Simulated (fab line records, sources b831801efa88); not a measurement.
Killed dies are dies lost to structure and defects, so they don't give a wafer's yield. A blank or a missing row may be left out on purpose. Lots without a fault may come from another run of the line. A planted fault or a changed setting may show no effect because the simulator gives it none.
Which tool did it? | flow sky130 | 24 lots, 72 wafers sampled, at 6 steps of a route of 708

WHAT THE GAUGES READ, wafer by wafer
SKY_FIELD_ISO_THK_MEAS_23. Usual: FIELD_ISO_OXIDATION_01_THK 9.96 nm, standard deviation 0.17.
lot  | measured    | on            | FIELD_ISO_OXIDATION_01_THK (nm) | flag
L074 | day 2 07:59 | film_metro-01 | 9.81 9.96 9.85                  |
L075 | day 2 16:20 | film_metro-03 | 9.94 9.88 9.85                  |
L076 | day 2 16:53 | film_metro-01 | 9.89 10.04 9.98                 |
L077 | day 2 23:20 | film_metro-01 | 9.83 10.00 9.94                 |
L078 | day 3 04:50 | film_metro-04 | 9.82 9.74 9.56                  |
L079 | day 3 09:49 | film_metro-03 | 10.15 10.07 10.02               |
L080 | day 3 14:44 | film_metro-04 | 10.22 10.09 10.13               |
L081 | day 3 21:18 | film_metro-01 | 9.97 9.99 10.08                 |
L082 | day 4 01:22 | film_metro-03 | 9.74 9.68 9.72                  |
L083 | day 4 06:48 | film_metro-01 | 9.82 9.98 9.85                  |
L084 | day 4 13:29 | film_metro-01 | 9.94 9.81 9.86                  |
L085 | day 4 17:53 | film_metro-04 | 9.98 9.92 10.00                 |
L086 | day 4 21:19 | film_metro-03 | 10.37 10.10 10.22               |
L087 | day 5 02:17 | film_metro-03 | 9.93 9.95 10.03                 |
L088 | day 5 11:17 | film_metro-01 | 10.11 10.07 10.26               |
L089 | day 5 12:01 | film_metro-03 | 9.75 9.69 9.70                  |
L090 | day 5 18:13 | film_metro-04 | 9.94 9.87 10.11                 |
L091 | day 5 23:28 | film_metro-01 | 9.92 9.91 9.96                  |
L092 | day 6 04:13 | film_metro-03 | 10.26 10.37 10.18               |
L093 | day 6 09:50 | film_metro-01 | 9.89 9.89 9.79                  |
L094 | day 6 16:17 | film_metro-01 | 9.89 9.82 9.95                  |
L095 | day 6 22:49 | film_metro-04 | 9.90 9.80 9.99                  |
L096 | day 7 01:31 | film_metro-04 | 10.06 10.03 10.16               |
L097 | day 7 05:53 | film_metro-04 | 9.96 9.83 9.93                  |

SKY_PASSIVATION_THK_MEAS_01. Usual: PASSIVATION_CVD_00_THK 90.2 nm, standard deviation 1.5.
lot  | measured     | on            | PASSIVATION_CVD_00_THK (nm) | flag
L074 | day 44 02:04 | film_metro-02 | 89.0 88.5 90.1              |
L075 | day 44 12:05 | film_metro-02 | 87.8 90.1 88.7              |
L076 | day 44 16:10 | film_metro-03 | 90.6 90.7 91.2              |
L077 | day 44 18:03 | film_metro-02 | 89.9 89.6 91.6              |
L078 | day 45 00:49 | film_metro-04 | 90.8 91.6 91.5              |
L079 | day 45 13:34 | film_metro-02 | 88.2 90.3 92.1              |
L080 | day 45 21:08 | film_metro-04 | 87.8 88.9 91.8              |
L081 | day 46 05:36 | film_metro-03 | 88.3 91.4 90.4              |
L082 | day 46 11:48 | film_metro-02 | 88.1 89.9 90.2              |
L083 | day 46 12:53 | film_metro-03 | 89.0 90.6 91.5              |
L084 | day 46 19:15 | film_metro-02 | 88.7 90.8 90.6              |
L085 | day 46 19:33 | film_metro-04 | 89.5 90.7 89.9              |
L086 | day 47 01:13 | film_metro-03 | 91.2 90.3 91.5              |
L087 | day 47 08:38 | film_metro-02 | 86.7 88.3 89.7              |
L088 | day 47 19:35 | film_metro-04 | 90.3 92.0 93.6              |
L089 | day 48 02:40 | film_metro-04 | 92.0 92.1 93.4              |
L090 | day 48 03:19 | film_metro-02 | 88.3 91.2 89.6              |
L091 | day 48 09:56 | film_metro-03 | 89.1 90.4 89.9              |
L092 | day 48 10:10 | film_metro-02 | 87.7 91.2 89.3              |
L093 | day 48 15:17 | film_metro-02 | 90.0 90.6 89.0              |
L094 | day 48 23:39 | film_metro-04 | 90.7 89.1 91.9              |
L095 | day 49 11:55 | film_metro-03 | 90.6 90.6 91.4              |
L096 | day 49 13:20 | film_metro-02 | 90.1 91.8 92.2              |
L097 | day 49 13:29 | film_metro-03 | 87.9 88.1 90.1              |

WHICH TOOL RAN EACH LOT (tool, then ch and the chambers of the sampled wafers, then the start)
lot  | SKY_METAL1_SPUTTER_01        | SKY_METAL2_SPUTTER_00        | SKY_VIA3_CVD_21               | SKY_METAL4_DESCUM_15
L074 | pvd_sputter-04, day 31 22:53 | pvd_sputter-01, day 34 07:47 | cvd_w-02 ch 0,1, day 39 22:46 | rie_metal-02 ch 0,1, day 41 23:55
L075 | pvd_sputter-02, day 32 12:53 | pvd_sputter-01, day 34 21:31 | cvd_w-01 ch 0,1, day 40 10:58 | rie_metal-02 ch 0,1, day 42 11:21
L076 | pvd_sputter-02, day 32 15:17 | pvd_sputter-03, day 34 23:38 | cvd_w-02 ch 0,1, day 40 15:27 | rie_metal-04 ch 0,1, day 42 16:06
L077 | pvd_sputter-04, day 32 16:23 | pvd_sputter-01, day 35 01:16 | cvd_w-01 ch 0,1, day 40 15:46 | rie_metal-01 ch 0,1, day 42 16:55
L078 | pvd_sputter-03, day 33 00:40 | pvd_sputter-01, day 35 09:13 | cvd_w-01 ch 0,1, day 40 22:38 | rie_metal-01 ch 0,1, day 42 23:16
L079 | pvd_sputter-03, day 33 15:20 | pvd_sputter-03, day 35 23:22 | cvd_w-02 ch 0,1, day 41 11:42 | rie_metal-02 ch 0,1, day 43 11:50
L080 | pvd_sputter-04, day 34 00:56 | pvd_sputter-02, day 36 09:31 | cvd_w-01 ch 0,1, day 41 20:42 | rie_metal-04 ch 0,1, day 43 21:12
L081 | pvd_sputter-02, day 34 12:48 | pvd_sputter-03, day 36 21:28 | cvd_w-02 ch 0, day 42 07:28   | rie_metal-02 ch 0,1, day 44 06:31
L082 | pvd_sputter-02, day 34 17:50 | pvd_sputter-01, day 37 01:15 | cvd_w-02 ch 0,1, day 42 11:12 | rie_metal-02 ch 0,1, day 44 10:58
L083 | pvd_sputter-03, day 34 20:57 | pvd_sputter-01, day 37 03:40 | cvd_w-02 ch 0,1, day 42 12:52 | rie_metal-02 ch 0,1, day 44 12:11
L084 | pvd_sputter-04, day 35 05:56 | pvd_sputter-03, day 37 13:04 | cvd_w-01 ch 0,1, day 42 22:59 | rie_metal-01 ch 0,1, day 44 22:00
L085 | pvd_sputter-04, day 35 09:25 | pvd_sputter-02, day 37 16:22 | cvd_w-01 ch 0,1, day 43 01:31 | rie_metal-04 ch 0,1, day 44 22:39
L086 | pvd_sputter-02, day 35 15:34 | pvd_sputter-01, day 37 22:58 | cvd_w-01 ch 0,1, day 43 05:59 | rie_metal-02 ch 0,1, day 45 03:18
L087 | pvd_sputter-03, day 36 01:38 | pvd_sputter-03, day 38 08:26 | cvd_w-01 ch 0,1, day 43 13:35 | rie_metal-02 ch 0,1, day 45 11:14
L088 | pvd_sputter-04, day 36 12:35 | pvd_sputter-01, day 38 18:40 | cvd_w-02 ch 0,1, day 44 00:51 | rie_metal-04 ch 0,1, day 45 22:01
L089 | pvd_sputter-02, day 36 18:48 | pvd_sputter-03, day 39 01:29 | cvd_w-02 ch 0,1, day 44 07:55 | rie_metal-02 ch 0,1, day 46 06:11
L090 | pvd_sputter-03, day 36 22:17 | pvd_sputter-02, day 39 04:29 | cvd_w-01 ch 0,1, day 44 08:41 | rie_metal-04 ch 0,1, day 46 06:51
L091 | pvd_sputter-04, day 37 06:02 | pvd_sputter-02, day 39 13:21 | cvd_w-01 ch 0,1, day 44 18:00 | rie_metal-02 ch 0,1, day 46 14:25
L092 | pvd_sputter-02, day 37 08:46 | pvd_sputter-03, day 39 14:26 | cvd_w-02 ch 0,1, day 44 18:46 | rie_metal-04 ch 0, day 46 14:49
L093 | pvd_sputter-04, day 37 17:47 | pvd_sputter-01, day 39 22:56 | cvd_w-02 ch 0, day 45 00:25   | rie_metal-01 ch 1, day 46 20:01
L094 | pvd_sputter-03, day 38 02:42 | pvd_sputter-02, day 40 07:36 | cvd_w-02 ch 1, day 45 09:51   | rie_metal-01 ch 1, day 47 04:59
L095 | pvd_sputter-02, day 38 22:23 | pvd_sputter-03, day 41 02:25 | cvd_w-02 ch 0,1, day 46 01:17 | rie_metal-04 ch 0, day 47 19:38
L096 | pvd_sputter-03, day 38 23:21 | pvd_sputter-02, day 41 04:00 | cvd_w-02 ch 0,1, day 46 03:06 | rie_metal-02 ch 0,1, day 47 20:49
L097 | pvd_sputter-03, day 39 00:36 | pvd_sputter-01, day 41 04:18 | cvd_w-02 ch 0,1, day 46 03:29 | rie_metal-04 ch 0, day 47 22:00
- SKY_METAL1_SPUTTER_01: material TiN, target thk 20 nm, time 16.7 s.
- SKY_METAL2_SPUTTER_00: material Ti, target thk 15 nm, time 10 s.
- SKY_VIA3_CVD_21: deposits W, target thk 390 nm, time 117.31 s.
- SKY_METAL4_DESCUM_15: chemistry O2, time 8 s.

WHAT THE TOOLS THEMSELVES READ (means of the sampled wafers that have a number; where no wafer has one, the mark that the record gives instead)
SKY_METAL1_SPUTTER_01. Usual: throttle_valve_pct 30.1 %, standard deviation 1.2.
lot  | tool           | throttle_valve_pct (%) | flag
L074 | pvd_sputter-04 | 29.1                   |
L075 | pvd_sputter-02 | 29.7                   |
L076 | pvd_sputter-02 | 30.2                   |
L077 | pvd_sputter-04 | 28.9                   |
L078 | pvd_sputter-03 | 30.8                   |
L079 | pvd_sputter-03 | 30.7                   |
L080 | pvd_sputter-04 | 29.9                   |
L081 | pvd_sputter-02 | 29.8                   |
L082 | pvd_sputter-02 | 30.8                   |
L083 | pvd_sputter-03 | 30.7                   |
L084 | pvd_sputter-04 | 29.5                   |
L085 | pvd_sputter-04 | 29.1                   |
L086 | pvd_sputter-02 | 30.8                   |
L087 | pvd_sputter-03 | 31.3                   |
L088 | pvd_sputter-04 | 29.8                   |
L089 | pvd_sputter-02 | 30.8                   |
L090 | pvd_sputter-03 | 30.2                   |
L091 | pvd_sputter-04 | 28.9                   |
L092 | pvd_sputter-02 | 29.9                   |
L093 | pvd_sputter-04 | 29.0                   |
L094 | pvd_sputter-03 | 31.1                   |
L095 | pvd_sputter-02 | 28.8                   |
L096 | pvd_sputter-03 | 30.3                   |
L097 | pvd_sputter-03 | 30.7                   |

SKY_METAL2_SPUTTER_00. Usual: throttle_valve_pct 30.2 %, standard deviation 1.3.
lot  | tool           | throttle_valve_pct (%) | flag
L074 | pvd_sputter-01 | 30.8                   |
L075 | pvd_sputter-01 | 29.6                   |
L076 | pvd_sputter-03 | 30.2                   |
L077 | pvd_sputter-01 | 31.3                   |
L078 | pvd_sputter-01 | 31.4                   |
L079 | pvd_sputter-03 | 31.1                   |
L080 | pvd_sputter-02 | 29.6                   |
L081 | pvd_sputter-03 | 29.9                   |
L082 | pvd_sputter-01 | 29.8                   |
L083 | pvd_sputter-01 | 29.5                   |
L084 | pvd_sputter-03 | 30.3                   |
L085 | pvd_sputter-02 | 30.3                   |
L086 | pvd_sputter-01 | 29.3                   |
L087 | pvd_sputter-03 | 30.7                   |
L088 | pvd_sputter-01 | 30.5                   |
L089 | pvd_sputter-03 | 29.0                   |
L090 | pvd_sputter-02 | 30.7                   |
L091 | pvd_sputter-02 | 30.9                   |
L092 | pvd_sputter-03 | 29.4                   |
L093 | pvd_sputter-01 | 31.0                   |
L094 | pvd_sputter-02 | 29.7                   |
L095 | pvd_sputter-03 | 29.8                   |
L096 | pvd_sputter-02 | 29.0                   |
L097 | pvd_sputter-01 | 28.9                   |

SKY_VIA3_CVD_21. Usual: heater_power_outer_w 564 W, standard deviation 68; heater_power_w 902 W, standard deviation 98.
lot  | tool     | heater_power_outer_w (W) | heater_power_w (W) | flag
L074 | cvd_w-02 | 603                      | 931                |
L075 | cvd_w-01 | 517                      | 833                |
L076 | cvd_w-02 | 604                      | 945                |
L077 | cvd_w-01 | 481                      | 786                |
L078 | cvd_w-01 | 506                      | 848                |
L079 | cvd_w-02 | 614                      | 960                |
L080 | cvd_w-01 | 476                      | 790                |
L081 | cvd_w-02 | 641                      | 1020               |
L082 | cvd_w-02 | 610                      | 979                |
L083 | cvd_w-02 | 612                      | 937                |
L084 | cvd_w-01 | 509                      | 839                |
L085 | cvd_w-01 | 482                      | 804                |
L086 | cvd_w-01 | 508                      | 840                |
L087 | cvd_w-01 | 469                      | 790                |
L088 | cvd_w-02 | 619                      | 983                |
L089 | cvd_w-02 | 625                      | 973                |
L090 | cvd_w-01 | 509                      | 844                |
L091 | cvd_w-01 | 509                      | 853                |
L092 | cvd_w-02 | 606                      | 937                |
L093 | cvd_w-02 | 628                      | 1037               |
L094 | cvd_w-02 | 598                      | 901                |
L095 | cvd_w-02 | 629                      | 948                |
L096 | cvd_w-02 | 616                      | 996                |
L097 | cvd_w-02 | 628                      | 986                |

SKY_METAL4_DESCUM_15. Usual: drypump_motor_current_A 5.64 A, standard deviation 0.26; oes_product_au 0.998 a.u., standard deviation 0.011.
lot  | tool         | drypump_motor_current_A (A) | oes_product_au (a.u.) | flag
L074 | rie_metal-02 | 5.74                        | 1.000                 |
L075 | rie_metal-02 | 5.68                        | 0.993                 |
L076 | rie_metal-04 | 5.57                        | 0.988                 |
L077 | rie_metal-01 | 5.63                        | 1.013                 |
L078 | rie_metal-01 | 5.61                        | 1.008                 |
L079 | rie_metal-02 | 5.69                        | 0.994                 |
L080 | rie_metal-04 | 5.55                        | 0.990                 |
L081 | rie_metal-02 | 5.75                        | 0.993                 |
L082 | rie_metal-02 | 5.69                        | 0.993                 |
L083 | rie_metal-02 | 5.76                        | 0.993                 |
L084 | rie_metal-01 | 5.25                        | 1.008                 |
L085 | rie_metal-04 | 5.49                        | 0.993                 |
L086 | rie_metal-02 | 5.74                        | 0.997                 |
L087 | rie_metal-02 | 5.76                        | 0.992                 |
L088 | rie_metal-04 | 5.47                        | 0.993                 |
L089 | rie_metal-02 | 5.75                        | 1.002                 |
L090 | rie_metal-04 | 5.56                        | 0.993                 |
L091 | rie_metal-02 | 5.69                        | 1.003                 |
L092 | rie_metal-04 | 5.38                        | 0.989                 |
L093 | rie_metal-01 | 5.98                        | 1.014                 |
L094 | rie_metal-01 | 5.97                        | 1.014                 |
L095 | rie_metal-04 | 5.37                        | 0.985                 |
L096 | rie_metal-02 | 5.74                        | 0.988                 |
L097 | rie_metal-04 | 5.37                        | 0.991                 |

THE ANSWER, worked out from the rows above alone
Rule: a lot is off if the mean of its wafers that have a number lies more than 3 standard deviations from the usual mean. A lot without any number at a reading at which 4 lots or more have one is off too. The other lots that the step has rows for count as sound. The gauges are gone through in route order, then the tools' own readings, and for those a lot's mean is taken as printed above. The first step at which some lot is off is used, and at that step the reading that is off furthest; a lot without a number counts as furthest.
No lot is off at any reading shown: from this, nothing can be told.

WHAT THE SIMULATOR HAD PUT IN
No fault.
